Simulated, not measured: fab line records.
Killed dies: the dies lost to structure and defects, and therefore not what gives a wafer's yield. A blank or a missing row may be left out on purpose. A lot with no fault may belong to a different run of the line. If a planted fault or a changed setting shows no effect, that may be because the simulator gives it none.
Problem report, 8D (eight disciplines) form, completed by code -- flow gf180mcu -- the parts of the form that need people (team, actions taken, sign-off) are left out

## 1. WHAT IS WRONG
Wafers free of any fault read 854 nm (standard deviation 10) for V4_CVD_02_THK at GF_V4_THK_MEAS_03, against a mean of 1485 nm on 6 wafers of 2 lots. That is +63 standard deviations from the usual mean.
Earliest sighting: wafer L866.1 on filmMetro-04 at day 26 23:42. The record has a number at this step for 33 wafers belonging to 11 lots. Rule for "out" (also "out of limits"): further than 4 standard deviations from the usual mean. The other wafers with a number count as sound.

## 2. WHAT THIS IS AND IS NOT
question,is,is not
which readings at this step,V4_CVD_02_THK,-
which lots,"L866, L868","L858, L859, L862, L867, L869, L873, L875, L877, L879"
which wafers of those lots,all that have a number,-
read on which gauges,filmMetro-04,"filmMetro-02, filmMetro-03"
when,from day 26 23:42,"up to then (9 sound wafers); but 18 sound wafers of L867, L869, L873, L875, L877, L879 came after"

## 3. THE SUSPECTS, EACH WITH WHAT RULES IT OUT
Counting: a tool at a process step up to the reading stays a suspect if it ran every lot that is out and no sound lot after the first of them.
- the gauge at GF_V4_THK_MEAS_03 is ruled out. All the wafers that are out were read on filmMetro-04, but those of them that GF_V4_CMP_04 has rows for are out there too, on other tools.
- pecvd-02 at GF_V4_CVD_02 (deposits SiO2 from TEOS, target thk 850 nm, time 94.851 s): ruled out as a lasting fault. Following L866 (day 26 23:38), the first lot on it that is out, the sound lots L877, L879 were run on it.
Left after counting: nothing in the record.

## 4. THE CAUSE (what the simulator had put in)
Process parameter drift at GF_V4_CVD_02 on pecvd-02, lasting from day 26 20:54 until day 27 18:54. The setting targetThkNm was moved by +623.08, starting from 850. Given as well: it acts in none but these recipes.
Counting ruled it out, wrongly: the rule takes a fault to strike every lot that its tool runs from its start on, and this one did not.

## 5. THE EFFECT CHAIN, in route order
Rows list readings where the struck wafers' mean (over those with a number) sits beyond 3 standard deviations from the usual. Only readings whose record carries a usual standard deviation are examined. hours: median over the lots of the time between each lot's start at the first step of this table that gives one and its start at this step. sigmas: the change, counted in usual standard deviations.
hours,step,reading,usual,on struck wafers,change,sigmas
0,GF_V4_THK_MEAS_03,V4_CVD_02_THK,854 nm,1485,+631,+63
0,GF_V4_CMP_04,timeToEndpointS,84 s,312,+228,+39
It contains these process steps:
- GF_V4_CMP_04: polishes SiO2.
Later measuring or inspecting steps at which every struck wafer that the step has a row for has a number for every such reading, and none has moved that far: GF_V4_OVL_MEAS_15.

## 6. WHAT WOULD HAVE CAUGHT IT SOONER
The first out-of-limits reading at a measuring or inspecting step in this record came at day 26 23:42, 3 hours after the fault's start at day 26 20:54.
No tool reading at GF_V4_CVD_02 that has a usual standard deviation in the record was out on any struck wafer, so an alarm limit of 4 standard deviations on those readings would not have fired.
